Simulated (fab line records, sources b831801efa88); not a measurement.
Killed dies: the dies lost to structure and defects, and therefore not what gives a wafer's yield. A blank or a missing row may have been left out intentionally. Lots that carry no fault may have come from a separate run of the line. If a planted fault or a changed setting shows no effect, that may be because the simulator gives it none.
What tool caused it? / flow gf180mcu / 21 wafers from 7 lots sampled at 4 of the route's 602 steps

WHAT THE GAUGES SHOWED, per wafer
GF_VT_IMPLANT_TW_MEAS_43.
lot=L990; measured=day 8 03:15; on=film_metro-04; VT_IMPLANT_4_TW=677 679 678
lot=L993; measured=day 8 22:09; on=film_metro-04; VT_IMPLANT_4_TW=679 679 681
lot=L996; measured=day 9 19:34; on=film_metro-03; VT_IMPLANT_4_TW=683 680 683
lot=L101; measured=day 11 10:22; on=film_metro-03; VT_IMPLANT_4_TW=688 694 691
lot=L109; measured=day 13 13:33; on=film_metro-03; VT_IMPLANT_4_TW=693 694 690
lot=L111; measured=day 14 04:50; on=film_metro-03; VT_IMPLANT_4_TW=690 690 687

WHICH TOOL RAN EACH LOT (tool, then ch and the chambers of the sampled wafers, then the start)
lot=L990; GF_STI_EXPOSE_09=krf_scanner-01 ch 0, day 2 06:43; GF_MVSD_STRIP_10=plasma_asher-03 ch 0,1, day 4 21:44; GF_VT_IMPLANT_STRIP_09=plasma_asher-03 ch 0,1, day 6 04:01
lot=L993; GF_STI_EXPOSE_09=krf_scanner-01 ch 0, day 2 21:00; GF_MVSD_STRIP_10=plasma_asher-03 ch 0,1, day 5 15:26; GF_VT_IMPLANT_STRIP_09=plasma_asher-03 ch 0,1, day 6 21:22
lot=L996; GF_STI_EXPOSE_09=krf_scanner-02 ch 0, day 3 12:34; GF_MVSD_STRIP_10=plasma_asher-03 ch 0,1, day 6 10:05; GF_VT_IMPLANT_STRIP_09=plasma_asher-03 ch 0, day 7 17:28
lot=L101; GF_STI_EXPOSE_09=krf_scanner-02 ch 0, day 4 13:56; GF_MVSD_STRIP_10=plasma_asher-01 ch 0,1, day 7 18:01; GF_VT_IMPLANT_STRIP_09=plasma_asher-01 ch 0,1, day 9 03:33
lot=L104; GF_STI_EXPOSE_09=krf_scanner-01, day 5 05:53; GF_MVSD_STRIP_10=-; GF_VT_IMPLANT_STRIP_09=-
lot=L109; GF_STI_EXPOSE_09=krf_scanner-01 ch 0, day 6 06:40; GF_MVSD_STRIP_10=plasma_asher-01 ch 1, day 9 13:42; GF_VT_IMPLANT_STRIP_09=plasma_asher-01 ch 0,1, day 11 02:24
lot=L111; GF_STI_EXPOSE_09=krf_scanner-01 ch 0, day 6 17:56; GF_MVSD_STRIP_10=plasma_asher-02 ch 0,1, day 10 01:43; GF_VT_IMPLANT_STRIP_09=plasma_asher-04 ch 0,1, day 11 16:08
- GF_STI_EXPOSE_09: exposes mask COMP, target cd 220 nm.
- GF_MVSD_STRIP_10: strips in O2/N2.
- GF_VT_IMPLANT_STRIP_09: strips in O2/N2.

THE ANSWER, worked out from the rows above alone
Rule: the usual values come from the lots themselves. Put in order of their means at a reading, lots are off if they are a third of the lots or fewer, leave a main group of 4 or more, and stand apart from it by a gap of 3 or more times the standard deviation of the main group's means; of several such gaps the widest counts. A main group whose means are all the same, to the digits that the tables above print for the reading, isn't used. Also off: a lot with no number at a reading for which 4 or more lots have one. Where the step has rows for the other lots, those lots are counted as sound.
Nothing can be told from this: no lot is off at any reading shown.

WHAT WAS PUT IN BY THE SIMULATOR
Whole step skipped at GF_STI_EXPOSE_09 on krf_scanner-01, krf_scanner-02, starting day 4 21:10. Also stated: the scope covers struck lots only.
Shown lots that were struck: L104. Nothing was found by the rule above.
